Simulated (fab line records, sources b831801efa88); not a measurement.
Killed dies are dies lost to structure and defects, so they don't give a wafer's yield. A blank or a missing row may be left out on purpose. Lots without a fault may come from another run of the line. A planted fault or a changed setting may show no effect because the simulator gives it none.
fab line records | flow gf180mcu
record lots=24 wafers=72 last_day=34
route steps=602 shown M3@425 MIM@512 V5@544 TOP_METAL@581 PASSIVATION@598
lots that met no fault: from a run of the same line without faults
start_h: hours from the record's first day to the start of the lot's first wafer shown | wait_h: hours since the lot's step before | " the same as in the row above | L1.1+2: a row that stands for several wafers | - no value, or no start given | * or withheld: withheld | < > ~ a bound
route shown NAME@n: a module of which the file shows steps, and the number in the route of the first | usual: mean/standard deviation of fault-free wafers | same: alike in all rows | chamber/n: place in a boat | sites: the reading at each site | _std_site: their standard deviation | _edge_site: outer sites' mean less inner sites' | radius_mm: how far each site lies from the wafer's centre | mask NAME#n: copy n | behind: the tool/chamber that last shaped the wafer | hold: why the lot was held/for how many hours/how that ended | device: the transistor (n, p or np) that didn't switch | end of line: the same wafers' tests at the end of the route | a step without rows: its recipe alone | killed: dies lost to structure and defects at the first sort, not the wafer's yield | map: a wafer's dies, x killed, . not, _ none there
set.NAME: the setting as run; set.NAME@STEP: as run at that earlier step | model.NAME: the simulator's own value behind a step, which no gauge read
steps of the route over a sample of lots; a table a step, a row a wafer
services: from which hour (start_h, from the record's first day; less than 0 if before it) a tool's chamber was out of use, for how many hours, and why
## steps
# step GF_M3_METAL_ETCH_16
# recipe chemistry=Cl2/BCl3 mask_material=KrF target_depth_nm=627.5 stop_on=SiO2 pressure_mtorr=8 icp_w=800 bias_w=140 Cl2_flow_sccm=80 bcl3_flow_sccm=40 time_s=104.6
# usual drypump_motor_current_A=5.6/0.51 oes_product_au=0.971/0.0066 throttle_valve_pct=28.252/0.01
# columns lot.wafer tool chamber start_h wait_h drypump_motor_current_A oes_product_au rf_hours_counter_h throttle_valve_pct
L074.4 rie_metal-04 1 480.60 0.0 5.0 0.968 - 28.249
L074.5 " 1 " " 5.0 0.977 - 28.254
L074.6 " 0 " " 5.4 0.977 - 28.248
L075.4 rie_metal-01 1 496.30 0.0 5.8 0.967 - 28.245
L075.5 " 1 " " 5.8 0.979 - 28.249
L075.6 " 0 " " 5.7 0.967 - 28.258
L076.2 rie_metal-04 0 505.67 0.0 5.3 0.985 11 28.244
L076.3 " 0 " " 5.4 0.970 - 28.240
L076.4 " 1 " " 5.0 0.969 - 28.255
L077.1 rie_metal-01 1 510.11 0.0 5.8 0.958 9 28.244
L077.2 " 0 " " 5.7 0.967 4 28.252
L077.6 " 0 " " 5.7 0.968 - 28.277
L078.1 rie_metal-04 1 526.15 0.0 5.0 0.959 11 28.251
L078.4 " 1 " " 5.0 0.962 - 28.259
L078.5 " 0 " " 5.4 0.960 - 28.257
L079.2 rie_metal-04 0 533.16 0.0 5.4 0.979 12 28.250
L079.4 " 0 " " 5.4 0.976 - 28.257
L079.6 " 0 " " 5.4 0.978 - 28.249
L080.1 rie_metal-03 0 536.81 0.0 6.7 0.971 1 28.256
L080.4 " 0 " " 6.7 0.968 - 28.248
L080.6 " 0 " " 6.7 0.971 - 28.244
L081.3 rie_metal-04 0 557.89 0.1 5.4 0.981 - 28.224
L081.5 " 1 " " 5.0 0.988 - 28.246
L081.6 " 0 " " 5.4 0.980 - 28.243
L082.2 rie_metal-01 0 558.43 0.0 5.7 0.971 5 28.261
L082.5 " 1 " " 5.8 0.967 - 28.260
L082.6 " 0 " " 5.7 0.969 - 28.236
L083.1 rie_metal-01 0 563.15 0.0 5.7 0.975 6 28.239
L083.3 " 1 " " 5.8 0.975 - 28.248
L083.4 " 0 " " 5.7 0.974 - 28.254
L084.1 rie_metal-03 1 579.21 0.0 5.4 0.976 4 28.259
L084.3 " 0 " " 6.7 0.974 - 28.265
L084.5 " 0 " " 6.7 0.971 - 28.256
L085.3 rie_metal-01 1 585.63 0.1 5.8 0.972 - 28.261
L085.5 " 0 " " 5.7 0.975 - 28.263
L085.6 " 1 " " 5.8 0.979 - 28.250
L086.1 rie_metal-03 0 593.10 0.0 6.7 0.971 3 28.253
L086.4 " 1 " " 5.4 0.966 - 28.247
L086.6 " 1 " " 5.4 0.973 - 28.253
L087.1 rie_metal-03 0 600.21 0.0 6.7 0.976 3 28.231
L087.2 " 1 " " 5.4 0.971 4 28.254
L087.4 " 1 " " 5.4 0.955 - 28.265
L088.2 rie_metal-01 0 610.20 0.0 5.7 0.971 7 28.240
L088.3 " 0 " " 5.7 0.973 - 28.278
L088.5 " 1 " " 5.8 0.974 - 28.242
L089.2 rie_metal-01 0 617.47 0.1 5.7 0.956 - 28.237
L089.3 " 0 " " 5.7 0.972 - 28.238
L089.4 " 0 " " 5.7 0.979 - 28.243
L090.2 rie_metal-04 1 621.06 0.0 5.0 0.971 0 28.257
L090.5 " 0 " " 5.4 0.969 - 28.253
L090.6 " 1 " " 5.0 0.977 - 28.253
L091.2 rie_metal-04 1 629.86 0.0 5.0 0.962 0 28.256
L091.4 " 1 " " 5.0 0.963 - 28.255
L091.5 " 1 " " 5.0 0.973 - 28.229
L092.4 rie_metal-04 0 635.37 0.0 5.4 0.971 - 28.243
L092.5 " 0 " " 5.4 0.982 - 28.259
L092.6 " 1 " " 5.0 0.971 - 28.243
L093.3 rie_metal-03 1 641.02 0.1 5.4 0.960 - 28.264
L093.5 " 0 " " 6.6 0.979 - 28.251
L093.6 " 1 " " 5.4 0.960 - 28.279
L094.1 rie_metal-04 1 646.20 0.0 5.0 0.969 1 28.243
L094.2 " 0 " " 5.3 0.964 2 28.265
L094.6 " 1 " " 5.0 0.978 - 28.249
L095.1 rie_metal-03 1 655.91 0.0 5.4 0.964 6 28.277
L095.2 " 0 " " 6.7 0.970 5 28.240
L095.3 " 0 " " 6.7 0.971 - 28.237
L096.2 rie_metal-01 1 664.35 0.0 5.8 0.969 1 28.264
L096.3 " 0 " " 5.7 0.969 - 28.257
L096.4 " 1 " " 5.8 0.972 - 28.257
L097.1 rie_metal-01 0 670.18 0.0 5.7 0.983 10 28.248
L097.5 " 1 " " 5.8 0.972 - 28.241
L097.6 " 0 " " 5.7 0.972 - 28.244
# step GF_MIM_SPUTTER_09
# recipe material=TiN target_thk_nm=35 power_w=6500 time_s=29.2 chamber_pressure_pa=0.4
# usual chamber_pressure_pa=0.3999/0.00074 throttle_valve_pct=29.8/1.1
# columns lot.wafer tool chamber start_h wait_h chamber_pressure_pa throttle_valve_pct
L074.4 pvd_sputter-03 - 558.88 0.0 0.4005 28.9
L074.5 " - " " 0.3995 29.8
L074.6 " - " " 0.4011 30.2
L075.4 pvd_sputter-03 - 572.13 0.0 0.4004 31.6
L075.5 " - " " 0.3998 31.7
L075.6 " - " " 0.4003 28.7
L076.2 pvd_sputter-03 - 581.96 0.0 0.3999 28.5
L076.3 " - " " 0.3996 31.7
L076.4 " - " " 0.4000 30.0
L077.1 pvd_sputter-04 - 586.12 0.0 0.4003 28.5
L077.2 " - " " 0.3982 32.0
L077.6 " - " " 0.3995 29.2
L078.1 pvd_sputter-04 - 598.72 0.0 0.3998 29.2
L078.4 " - " " 0.4010 31.8
L078.5 " - " " 0.3992 29.4
L079.2 pvd_sputter-04 - 605.36 0.0 0.3988 28.9
L079.4 " - " " 0.3994 29.2
L079.6 " - " " 0.3986 28.9
L080.1 pvd_sputter-01 - 609.43 0.0 0.3996 30.0
L080.4 " - " " 0.4011 28.7
L080.6 " - " " 0.4003 28.5
L081.3 pvd_sputter-04 - 627.78 0.0 0.4005 31.8
L081.5 " - " " 0.4002 29.6
L081.6 " - " " 0.3995 31.7
L082.2 pvd_sputter-03 - 628.73 0.0 0.4001 31.8
L082.5 " - " " 0.4007 31.6
L082.6 " - " " 0.3999 28.7
L083.1 pvd_sputter-03 - 632.57 0.0 0.4011 29.6
L083.3 " - " " 0.4000 28.9
L083.4 " - " " 0.3994 30.4
L084.1 pvd_sputter-01 - 647.11 0.0 0.3982 29.8
L084.3 " - " " 0.3987 28.7
L084.5 " - " " 0.3992 30.0
L085.3 pvd_sputter-04 - 653.73 0.0 0.3991 28.7
L085.5 " - " " 0.3981 29.2
L085.6 " - " " 0.3989 29.0
L086.1 pvd_sputter-04 - 659.93 0.0 0.4001 29.4
L086.4 " - " " 0.4007 28.9
L086.6 " - " " 0.4001 29.2
L087.1 pvd_sputter-01 - 666.95 0.0 0.4005 29.9
L087.2 " - " " 0.3990 29.9
L087.4 " - " " 0.4005 28.4
L088.2 pvd_sputter-03 - 676.30 0.0 0.3997 31.7
L088.3 " - " " 0.4004 28.5
L088.5 " - " " 0.3993 29.6
L089.2 pvd_sputter-03 - 682.23 0.0 0.3996 30.1
L089.3 " - " " 0.4001 30.0
L089.4 " - " " 0.4004 31.7
L090.2 pvd_sputter-03 - 686.28 0.0 0.4002 28.7
L090.5 " - " " 0.4005 28.6
L090.6 " - " " 0.4012 30.4
L091.2 pvd_sputter-01 - 695.27 0.0 0.4000 30.2
L091.4 " - " " 0.4005 28.4
L091.5 " - " " 0.3999 28.4
L092.4 pvd_sputter-03 - 699.45 0.0 0.4009 29.7
L092.5 " - " " 0.4015 28.7
L092.6 " - " " 0.3987 31.6
L093.3 pvd_sputter-01 - 704.37 0.0 0.4005 29.9
L093.5 " - " " 0.4000 28.8
L093.6 " - " " 0.4006 28.3
L094.1 pvd_sputter-03 - 710.61 0.0 0.4008 31.5
L094.2 " - " " 0.3997 29.8
L094.6 " - " " 0.3999 31.6
L095.1 pvd_sputter-03 - 719.01 0.0 0.4003 30.3
L095.2 " - " " 0.3999 29.8
L095.3 " - " " 0.4002 28.7
L096.2 pvd_sputter-03 - 725.91 0.0 0.3990 28.9
L096.3 " - " " 0.4011 29.6
L096.4 " - " " 0.4005 31.7
L097.1 pvd_sputter-03 - 731.93 0.0 0.3991 29.8
L097.5 " - " " 0.3995 31.4
L097.6 " - " " 0.3989 29.8
# step GF_V5_CMP_04
# recipe material=SiO2 down_force_psi=4 platen_rpm=60 pad_velocity_m_s=0.94248
# usual motor_current_A=11.7/1.2 slurry_flow_ml_min=150.0/0.51
# columns lot.wafer tool chamber start_h wait_h motor_current_A slurry_flow_ml_min
L074.4 cmp-02 0 604.17 0.2 13.7 149.8
L074.5 " 3 " " 10.7 150.1
L074.6 " 0 " " 13.3 149.4
L075.4 cmp-01 0 615.94 0.1 10.5 151.2
L075.6 " 3 " " 11.0 151.2
L075.5 " 0 " " 10.9 150.4
L076.4 cmp-01 2 624.54 0.0 11.0 149.6
L076.2 " 3 " " 10.8 149.9
L076.3 " 1 " " 13.7 150.8
L077.2 cmp-01 3 629.01 0.1 10.4 149.3
L077.1 " 1 " " 13.7 149.5
L077.6 " 3 " " 10.8 149.5
L078.4 cmp-02 3 640.99 0.1 11.3 150.0
L078.1 " 1 " " 11.5 148.9
L078.5 " 3 " " 10.7 149.9
L079.2 cmp-01 1 647.94 0.1 13.3 150.6
L079.4 " 2 " " 11.2 149.6
L079.6 " 1 " " 13.8 150.6
L080.4 cmp-01 2 650.98 0.3 11.3 150.1
L080.1 " 1 " " 13.9 151.1
L080.6 " 2 " " 11.9 148.9
L081.3 cmp-02 1 669.14 0.0 11.2 149.2
L081.6 " 1 " " 11.8 150.1
L081.5 " 2 " " 12.5 150.0
L082.2 cmp-01 1 670.03 0.3 12.9 150.3
L082.6 " 2 " " 11.4 150.9
L082.5 " 3 " " 10.8 150.2
L083.1 cmp-01 3 674.13 0.1 11.5 151.0
L083.3 " 0 " " 10.5 150.7
L083.4 " 1 " " 13.6 149.6
L084.1 cmp-01 2 686.74 0.1 11.0 149.8
L084.3 " 3 " " 11.0 150.6
L084.5 " 3 " " 11.0 150.1
L085.3 cmp-01 0 694.05 0.1 10.6 150.0
L085.5 " 3 " " 11.3 149.7
L085.6 " 0 " " 10.7 149.9
L086.1 cmp-02 2 699.10 0.1 12.3 149.8
L086.4 " 0 " " 13.7 150.7
L086.6 " 2 " " 12.7 149.9
L087.4 cmp-02 1 705.08 0.1 10.9 151.3
L087.1 " 2 " " 13.0 149.6
L087.2 " 3 " " 10.9 149.9
L088.2 cmp-02 1 715.24 0.0 11.2 149.6
L088.3 " 3 " " 10.7 149.6
L088.5 " 1 " " 11.1 149.7
L089.2 cmp-02 3 720.28 0.1 11.3 149.8
L089.3 " 0 " " 14.4 150.6
L089.4 " 1 " " 11.2 149.5
L090.2 cmp-02 3 724.03 0.2 11.2 150.1
L090.6 " 0 " " 14.1 149.4
L090.5 " 1 " " 10.6 149.7
L091.4 cmp-02 2 732.78 0.1 12.4 149.9
L091.2 " 3 " " 10.6 150.7
L091.5 " 1 " " 11.2 150.2
L092.4 cmp-01 3 737.37 0.1 10.1 150.4
L092.5 " 2 " " 11.2 149.8
L092.6 " 3 " " 11.0 150.1
L093.3 cmp-01 2 741.04 0.2 11.7 150.7
L093.5 " 3 " " 11.0 149.8
L093.6 " 0 " " 10.5 149.6
L094.1 cmp-01 3 746.67 0.1 11.1 149.3
L094.2 " 0 " " 10.7 150.3
L094.6 " 3 " " 10.9 150.1
L095.2 cmp-01 0 756.57 1.9 10.8 150.0
L095.1 " 2 " " 11.5 150.2
L095.3 " 3 " " 10.3 150.3
L096.4 cmp-01 3 761.07 0.2 11.1 149.4
L096.2 " 0 " " 9.9 150.2
L096.3 " 2 " " 11.6 150.5
L097.1 cmp-01 3 765.92 0.5 11.0 150.7
L097.5 " 2 " " 11.6 149.6
L097.6 " 3 " " 11.6 150.6
# step GF_V5_CMP_26
# recipe stop_on=SiO2 down_force_psi=3.5 platen_rpm=60 t_overpolish_s=15 target_thk_nm=0 pad_velocity_m_s=0.94248
# usual motor_current_A=10.7/1.1 overpolish_run_s=15.000/0.0084 slurry_flow_ml_min=150.1/0.5 time_to_endpoint_s=83.6/2.8
# columns lot.wafer tool chamber start_h wait_h motor_current_A overpolish_run_s slurry_flow_ml_min time_to_endpoint_s
L074.4 cmp-02 2 626.32 0.1 11.8 15.007 150.4 83.6
L074.6 " 0 " " 12.7 15.005 149.5 82.8
L074.5 " 1 " " 10.5 15.003 149.8 82.3
L075.4 cmp-01 3 637.75 0.0 9.5 15.004 150.0 76.0
L075.5 " 3 " " 10.1 15.002 150.2 78.7
L075.6 " 0 " " 9.8 14.990 150.8 82.8
L076.4 cmp-01 0 646.33 0.0 9.6 14.999 150.5 85.1
L076.2 " 2 " " 11.2 15.006 150.6 79.8
L076.3 " 3 " " 10.3 14.980 150.7 81.5
L077.1 cmp-01 1 650.68 0.1 12.2 15.002 151.3 83.6
L077.2 " 3 " " 10.1 15.011 149.8 83.8
L077.6 " 2 " " 10.5 14.997 150.3 80.5
L078.4 cmp-01 1 662.72 0.0 12.5 15.004 149.2 80.6
L078.1 " 2 " " 10.5 14.993 149.4 83.1
L078.5 " 1 " " 12.4 15.014 149.7 80.6
L079.4 cmp-01 3 669.68 0.1 9.8 15.012 150.1 85.3
L079.2 " 0 " " 8.7 14.986 150.2 90.7
L079.6 " 2 " " 10.2 14.993 150.5 83.8
L080.4 cmp-01 1 672.43 0.1 12.1 15.006 150.3 83.9
L080.1 " 3 " " 9.9 14.997 149.6 82.9
L080.6 " 0 " " 9.7 15.003 151.1 90.1
L081.3 cmp-02 3 690.20 0.1 9.8 15.000 149.3 91.2
L081.5 " 2 " " 11.7 15.005 150.4 83.7
L081.6 " 3 " " 10.1 14.998 149.3 90.3
L082.2 cmp-02 3 690.67 0.1 10.0 14.993 150.8 87.1
L082.6 " 1 " " 10.2 15.001 149.7 85.3
L082.5 " 2 " " 11.9 14.988 150.1 79.8
L083.4 cmp-01 3 694.63 0.0 10.2 14.991 150.2 83.7
L083.1 " 0 " " 9.7 14.994 149.6 85.1
L083.3 " 1 " " 12.4 15.003 149.5 81.8
L084.1 cmp-01 3 706.70 0.1 10.0 15.007 149.9 83.8
L084.3 " 0 " " 9.7 14.997 149.9 83.6
L084.5 " 0 " " 9.7 15.000 150.0 85.5
L085.3 cmp-01 1 713.72 0.2 12.0 15.002 150.4 81.2
L085.6 " 0 " " 9.6 14.985 150.0 85.3
L085.5 " 1 " " 12.3 15.009 150.3 81.4
L086.4 cmp-02 0 718.48 0.0 12.6 14.986 149.5 83.4
L086.1 " 1 " " 10.5 14.998 150.4 89.8
L086.6 " 0 " " 12.8 14.993 150.1 84.1
L087.1 cmp-01 3 724.37 0.1 9.4 15.007 150.2 85.0
L087.2 " 0 " " 9.2 15.003 149.3 84.9
L087.4 " 1 " " 12.1 15.002 149.8 84.3
L088.2 cmp-01 1 734.19 0.1 12.8 14.993 150.1 82.9
L088.3 " 2 " " 10.9 14.984 149.5 81.0
L088.5 " 0 " " 9.6 14.994 149.8 82.9
L089.3 cmp-01 0 739.68 0.0 9.8 14.991 149.9 84.8
L089.4 " 1 " " 12.2 14.989 150.0 81.8
L089.2 " 3 " " 10.0 14.991 150.0 82.3
L090.2 cmp-02 0 743.32 0.2 13.0 15.015 150.9 82.6
L090.5 " 1 " " 10.3 14.984 150.0 85.8
L090.6 " 2 " " 11.8 14.999 149.6 84.6
L091.4 cmp-01 2 753.32 1.9 10.6 14.990 149.7 85.5
L091.2 " 3 " " 10.6 14.998 151.2 82.6
L091.5 " 2 " " 10.2 14.991 149.7 83.1
L092.4 cmp-01 0 757.32 1.8 9.5 14.991 149.8 88.9
L092.5 " 1 " " 12.0 15.004 149.6 85.1
L092.6 " 2 " " 10.4 15.010 150.0 86.5
L093.3 cmp-01 2 760.32 1.2 10.2 15.006 150.7 82.2
L093.6 " 3 " " 9.3 14.997 150.3 86.3
L093.5 " 0 " " 9.8 14.995 150.0 86.0
L094.1 cmp-01 3 763.40 0.2 10.7 14.995 150.0 79.8
L094.2 " 0 " " 9.8 15.007 150.3 86.2
L094.6 " 2 " " 10.5 14.995 149.4 84.6
L095.2 cmp-01 3 774.39 1.0 9.7 15.011 150.3 82.2
L095.3 " 0 " " 9.6 15.007 150.9 83.2
L095.1 " 1 " " 11.6 15.017 150.2 80.0
L096.2 cmp-01 1 780.39 2.2 12.0 14.989 150.3 84.5
L096.4 " 2 " " 10.6 15.011 150.0 79.6
L096.3 " 3 " " 9.5 15.022 149.6 84.5
L097.1 cmp-01 3 784.09 1.5 10.2 14.996 148.7 82.3
L097.6 " 1 " " 12.5 14.998 150.2 81.0
L097.5 " 2 " " 10.6 15.006 150.2 80.2
# step GF_TOP_METAL_CD_MEAS_14
# recipe target_cd_nm=440
# usual cd_nm=440.9/2.2
# columns lot.wafer tool chamber start_h wait_h cd_nm
L074.4 cd_sem-02 - 646.98 0.1 445.1
L074.5 " - " " 444.8
L074.6 " - " " 446.2
L075.4 cd_sem-02 - 658.14 0.1 441.9
L075.5 " - " " 439.8
L075.6 " - " " 442.9
L076.2 cd_sem-02 - 666.76 0.1 438.8
L076.3 " - " " 440.0
L076.4 " - " " 438.9
L077.1 cd_sem-01 - 670.49 0.1 444.3
L077.2 " - " " 442.2
L077.6 " - " " 442.0
L078.1 cd_sem-02 - 682.83 0.1 443.1
L078.4 " - " " 441.2
L078.5 " - " " 441.6
L079.2 cd_sem-01 - 688.89 0.1 439.4
L079.4 " - " " 438.6
L079.6 " - " " 438.3
L080.1 cd_sem-02 - 691.62 0.1 440.7
L080.4 " - " " 440.6
L080.6 " - " " 440.0
L081.3 cd_sem-02 - 708.92 0.1 438.8
L081.5 " - " " 438.7
L081.6 " - " " 438.2
L082.2 cd_sem-01 - 709.90 0.1 445.8
L082.5 " - " " 444.1
L082.6 " - " " 443.7
L083.1 cd_sem-02 - 713.19 0.1 441.6
L083.3 " - " " 438.3
L083.4 " - " " 442.7
L084.1 cd_sem-02 - 725.57 0.1 442.9
L084.3 " - " " 443.4
L084.5 " - " " 443.1
L085.3 cd_sem-01 - 732.13 0.1 440.2
L085.5 " - " " 442.8
L085.6 " - " " 442.1
L086.1 cd_sem-02 - 736.26 0.2 438.6
L086.4 " - " " 439.6
L086.6 " - " " 438.6
L087.1 cd_sem-01 - 741.84 0.1 439.8
L087.2 " - " " 440.3
L087.4 " - " " 438.6
L088.2 cd_sem-02 - 752.09 0.1 442.7
L088.3 " - " " 442.8
L088.5 " - " " 442.4
L089.2 cd_sem-01 - 756.89 0.1 441.5
L089.3 " - " " 442.2
L089.4 " - " " 444.0
L090.2 cd_sem-02 - 759.81 0.1 440.5
L090.5 " - " " 438.5
L090.6 " - " " 438.9
L091.2 cd_sem-01 - 768.80 0.1 440.0
L091.4 " - " " 437.3
L091.5 " - " " 441.7
L092.4 cd_sem-02 - 772.61 0.2 441.2
L092.5 " - " " 439.5
L092.6 " - " " 440.1
L093.3 cd_sem-01 - 776.01 0.2 443.2
L093.5 " - " " 443.1
L093.6 " - " " 440.3
L094.1 cd_sem-01 - 778.49 0.1 441.9
L094.2 " - " " 439.6
L094.6 " - " " 440.3
L095.1 cd_sem-01 - 789.42 0.1 438.8
L095.2 " - " " 437.3
L095.3 " - " " 438.8
L096.2 cd_sem-01 - 796.04 0.1 440.7
L096.3 " - " " 439.8
L096.4 " - " " 439.4
L097.1 cd_sem-01 - 799.43 0.1 439.2
L097.5 " - " " 438.6
L097.6 " - " " 440.3
# step GF_PASSIVATION_ETCH_11
# recipe chemistry=CF4/O2 target_depth_nm=1800 stop_on=TiN source_w=800 bias_w=150 pressure_mtorr=150 cf4_flow_sccm=80 O2_flow_sccm=10 time_s=400
# usual drypump_motor_current_A=5.6/0.5 oes_product_au=0.965/0.0075 throttle_valve_pct=5.961/0.0088
# columns lot.wafer tool chamber start_h wait_h drypump_motor_current_A oes_product_au rf_hours_counter_h throttle_valve_pct
L074.4 rie_diel-02 0 668.02 - 5.6 0.966 2 5.948
L074.5 " 2 " " 5.2 0.965 - 5.966
L074.6 " 3 " " 6.5 0.963 - 5.957
L075.4 rie_diel-02 3 678.19 - 6.5 0.984 7 5.975
L075.5 " 3 " " 6.5 0.970 - 5.961
L075.6 " 2 " " 5.3 0.978 - 5.980
L076.2 rie_diel-04 3 686.92 - 4.7 0.958 50 5.960
L076.3 " 1 " " 5.8 0.958 6 5.968
L076.4 " 2 " " 5.7 0.959 8 5.954
L077.1 rie_diel-04 1 690.74 - 5.8 0.969 7 5.968
L077.2 " 0 " " 5.5 0.960 5 5.959
L077.6 " 1 " " 5.8 0.982 - 5.966
L078.1 rie_diel-04 3 702.97 - 4.7 0.958 51 5.964
L078.4 " 0 " " 5.5 0.967 6 5.960
L078.5 " 1 " " 5.8 0.963 - 5.959
L079.2 rie_diel-03 1 708.00 - 6.1 0.961 36 5.950
L079.4 " 2 " " 5.5 0.966 7 5.967
L079.6 " 0 " " 6.4 0.972 - 5.972
L080.1 rie_diel-04 3 711.65 - 4.7 0.958 51 5.957
L080.4 " 0 " " 5.5 0.968 6 5.953
L080.6 " 2 " " 5.7 0.984 - 5.969
L081.3 rie_diel-04 0 727.55 - 5.5 0.966 7 5.964
L081.5 " 2 " " 5.7 0.965 - 5.970
L081.6 " 3 " " 4.7 0.969 - 5.966
L082.2 rie_diel-02 1 728.50 - 5.6 0.961 14 5.958
L082.5 " 2 " " 5.2 0.969 - 5.968
L082.6 " 1 " " 5.6 0.969 - 5.953
L083.1 rie_diel-04 1 732.44 - 5.8 0.973 9 5.965
L083.3 " 2 " " 5.7 0.955 10 5.963
L083.4 " 1 " " 5.8 0.968 - 5.979
L084.1 rie_diel-04 2 744.00 - 5.7 0.971 11 5.949
L084.3 " 0 " " 5.5 0.968 8 5.960
L084.5 " 1 " " 5.9 0.971 - 5.959
L085.3 rie_diel-04 1 750.24 - 5.8 0.972 10 5.959
L085.5 " 3 " " 4.7 0.966 - 5.973
L085.6 " 2 " " 5.7 0.971 - 5.968
L086.1 rie_diel-02 0 754.20 - 5.6 0.954 6 5.974
L086.4 " 3 " " 6.5 0.971 11 5.960
L086.6 " 2 " " 5.2 0.966 - 5.956
L087.1 rie_diel-02 3 759.49 - 6.5 0.964 11 5.962
L087.2 " 0 " " 5.6 0.961 6 5.965
L087.4 " 2 " " 5.3 0.976 6 5.965
L088.2 rie_diel-04 2 768.15 - 5.6 0.956 12 5.969
L088.3 " 3 " " 4.7 0.967 1 5.950
L088.5 " 3 " " 4.7 0.977 - 5.980
L089.2 rie_diel-04 3 774.14 - 4.7 0.960 1 5.944
L089.3 " 2 " " 5.7 0.952 12 5.957
L089.4 " 1 " " 5.8 0.972 - 5.958
L090.2 rie_diel-03 2 776.19 - 5.5 0.950 10 5.949
L090.5 " 1 " " 6.1 0.959 - 5.962
L090.6 " 0 " " 6.4 0.970 - 5.955
L091.2 rie_diel-02 3 783.95 - 6.6 0.965 12 5.970
L091.4 " 2 " " 5.2 0.971 8 5.953
L091.5 " 3 " " 6.5 0.966 - 5.949
L092.4 rie_diel-04 2 788.79 - 5.6 0.980 13 5.953
L092.5 " 3 " " 4.7 0.976 - 5.968
L092.6 " 2 " " 5.6 0.977 - 5.958
L093.3 rie_diel-02 1 792.02 - 5.6 0.963 18 5.976
L093.5 " 1 " " 5.6 0.970 - 5.949
L093.6 " 0 " " 5.6 0.966 - 5.966
L094.1 rie_diel-04 1 794.10 - 5.9 0.952 12 5.953
L094.2 " 0 " " 5.5 0.953 10 5.941
L094.6 " 2 " " 5.7 0.959 - 5.955
L095.1 rie_diel-02 2 805.09 - 5.2 0.961 9 5.976
L095.2 " 1 " " 5.6 0.955 18 5.963
L095.3 " 0 " " 5.6 0.966 9 5.960
L096.2 rie_diel-04 3 811.97 - 4.7 0.962 3 5.958
L096.3 " 2 " " 5.6 0.953 15 5.959
L096.4 " 1 " " 5.9 0.967 13 5.968
L097.1 rie_diel-02 1 815.14 - 5.6 0.967 19 5.945
L097.5 " 0 " " 5.6 0.963 - 5.966
L097.6 " 3 " " 6.5 0.954 - 5.974
## services
# columns tool chamber start_h hours kind
rie_metal-01 1 477.01 3.0 repair
rie_diel-04 2 479.03 5.6 repair
rie_diel-04 1 491.78 3.8 repair
rie_diel-04 - 499.28 0.5 repair
pvd_sputter-03 - 528.77 2.3 repair
cmp-01 - 572.00 4.0 pm
cmp-01 - 578.91 6.1 repair
cmp-01 - 604.98 3.6 pm
cmp-02 - 617.42 1.7 repair
cmp-02 - 629.26 4.4 pm
rie_diel-04 0 637.81 4.6 repair
rie_diel-04 3 644.32 1.3 repair
cmp-02 - 646.84 2.4 repair
cmp-02 - 649.94 2.2 repair
cmp-02 - 669.56 4.5 repair
cmp-02 - 711.64 3.3 pm
cmp-02 - 744.00 4.0 pm
cmp-02 - 751.35 50.3 repair
rie_diel-04 - 763.50 2.2 repair
rie_diel-04 0 767.80 7.8 repair
cmp-02 - 778.47 0.6 repair
rie_diel-04 - 786.07 2.7 repair
pvd_sputter-03 - 792.24 7.6 repair
cmp-01 - 807.53 4.0 pm
## key
fault none
